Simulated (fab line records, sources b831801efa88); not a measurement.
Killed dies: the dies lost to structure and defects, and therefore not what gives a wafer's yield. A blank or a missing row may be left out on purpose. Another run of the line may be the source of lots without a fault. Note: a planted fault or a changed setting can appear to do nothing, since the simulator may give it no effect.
Comparing a struck lot with a sound one -- flow gf180mcu -- 14 steps out of a route of 602
Sound: these wafers, L173.1, L173.2, L173.6. The struck wafers were L178.1, L178.5, L178.6. At the end, the cause is stated.
Each step with rows lists, per side, the tool, then ch with its chambers, then its first start. Under that, the readings that differ: sound wafers -- struck wafers -- difference of the means -- sigmas: that difference in standard deviations of wafers without a fault.
alike: readings with means less than 2 such deviations apart, plus words and numbers identical on both sides. not compared: withheld readings, readings lacking a value on some wafer, bounds such as >300 that could conceal the same value, and numbers that have no deviation in the record and whose values overlap.
Wherever a step has rows on one side only, a row that says differs or no value, or a row with sigmas, the two part there. Non-overlapping numbers with no deviation appear without sigmas and do not part them. Lack of a reading on every wafer of one side parts them only where that side has two or more wafers.

first, 3 steps without rows for these wafers: GF_V3_EXPOSE_11 (exposes mask Via3, target cd 260 nm); GF_V3_PEB_12 (peb time 90 s); GF_V3_DEVELOP_13 (develop time 60 s).
GF_V3_CD_MEAS_14 targets a cd of 260 nm.
  struck on cdSem-01, day 26 16:37; sound on cdSem-01, day 24 22:07
  alike: cdNm
GF_V3_OVL_MEAS_15:
  struck on overlay-01, day 26 16:44; sound on overlay-01, day 24 22:14
  alike: V3_OVL
GF_V3_ETCH_16: etches BARC in N2/H2.
  sound on rieDiel-01 ch 1,2,3, day 24 22:16; struck on rieDiel-01 ch 1,2, day 26 16:46
reading,sound,struck,difference,sigmas
oesProductAu (a.u.),0.853 0.848 0.854,0.866 0.858 0.859,+0.009,+2
  alike: drypumpMotorCurrentA, throttleValvePct
GF_V3_ETCH_17: etches SiO2 in C4F8/O2/Ar, stops on TiN, target depth 635 nm.
  sound on rieDiel-01 ch 1,2,3; struck on rieDiel-01 ch 1,2
  alike: oesProductAu
GF_V3_STRIP_18: strips in O2/N2.
  sound on plasmaAsher-03 ch 0,1, day 24 22:24; struck on plasmaAsher-01 ch 0,1, day 26 16:54
  alike: drypumpMotorCurrentA, heaterPowerW, oesProductAu
  not compared: rfHoursCounterH
then, 2 steps without rows for these wafers: GF_V3_STRIP_19 (strips in post etch residue remover, time 1200 s); GF_V3_CLEAN_20 (cleans in DIW).
GF_V3_SPUTTER_21: material Ti, target thk 15 nm, time 80.02 s.
  struck on pvdSputter-04, day 26 17:26; sound on pvdSputter-01, day 24 23:00
  alike: throttleValvePct
GF_V3_SPUTTER_22: material TiN, target thk 10 nm, time 40 s.
  struck on pvdSputter-04, day 26 17:30; sound on pvdSputter-01, day 24 23:04
  alike: throttleValvePct
GF_V3_CVD_23: deposits W, target thk 350 nm, time 104.9 s.
  sound on cvdW-01 ch 0,1, day 24 23:06; struck on cvdW-02 ch 0,1, day 26 17:32
reading,sound,struck,difference,sigmas
chamberPressureTorr (Torr),40.04 39.98 40.21,38.90 38.88 38.67,-1.26,-15
model.W_of_V3_CVD_23.thkNm (nm),333.9 332.9 330.8,327 327.8 328.9,-5,
  alike: heaterPowerW
  not compared: sinceWetCleanH
GF_V3_RS_MEAS_24: the measuring method here is four-point-probe.
  struck on filmMetro-02, day 26 17:39; sound on filmMetro-01, day 24 23:13
  alike: V3_W_RS

## WHERE THEY PART
At GF_V3_ETCH_16 first; at GF_V3_CVD_23 last (within this record only). Later steps at which nothing parts them and some readings are alike: GF_V3_RS_MEAS_24.

WHY: the cause the simulator had injected
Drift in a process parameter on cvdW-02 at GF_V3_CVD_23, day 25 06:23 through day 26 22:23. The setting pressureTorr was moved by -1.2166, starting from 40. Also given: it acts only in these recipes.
